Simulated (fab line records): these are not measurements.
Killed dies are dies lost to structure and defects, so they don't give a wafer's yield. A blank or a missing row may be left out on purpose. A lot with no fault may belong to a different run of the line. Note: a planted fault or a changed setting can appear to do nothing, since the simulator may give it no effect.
Which tool did it? -- flow gf180mcu -- 18 wafers from 6 lots sampled at 2 of the route's 602 steps

## WHAT EACH GAUGE READ, for each wafer
GF_PSD_OVL_MEAS_08.
lot,measured,on,PSD_OVL (nm)
L519,day 14 11:59,overlay-02,-0.3 1.2 -0.2
L523,day 16 00:34,overlay-02,1.2 -0.8 2.0
L532,day 19 06:03,overlay-01,-0.9 0.8 0.3
L534,day 20 08:44,overlay-01,-2.7 -1.0 -2.4
L536,day 20 19:19,overlay-01,-0.5 -1.2 -1.8
L540,day 22 04:34,overlay-01,0.1 -1.1 0.3

## TOOL THAT RAN EACH LOT (tool first, then ch and the chambers of the sampled wafers, then the start)
lot,GF_NWELL_EXPOSE_04
L519,"iline stepper-02 ch 0, day 3 07:18"
L523,"iline stepper-02 ch 0, day 4 03:42"
L532,"iline stepper-01 ch 0, day 6 04:37"
L534,"iline stepper-02 ch 0, day 6 19:01"
L536,"iline stepper-02 ch 0, day 7 02:09"
L540,"iline stepper-01 ch 0, day 8 01:59"
- GF_NWELL_EXPOSE_04: exposes mask Nwell, target cd 860 nm.

## THE ANSWER, worked out from the rows above alone
Rule: usual is defined by the lots themselves. The widest of any qualifying gaps counts: lots, ordered by their means at a reading, are off when they make up no more than a third of the lots, leave a main group of 4 or more, and stand apart from it by 3 or more times the standard deviation of that group's means. A main group is skipped when, at the precision printed for the reading in the tables above, its means are all equal. Also off: a lot with no number at a reading for which 4 or more lots have one. The other lots that the step has rows for count as sound.
No lot is off on any of the readings shown, so nothing can be concluded from this.

## WHAT WAS PUT IN BY THE SIMULATOR
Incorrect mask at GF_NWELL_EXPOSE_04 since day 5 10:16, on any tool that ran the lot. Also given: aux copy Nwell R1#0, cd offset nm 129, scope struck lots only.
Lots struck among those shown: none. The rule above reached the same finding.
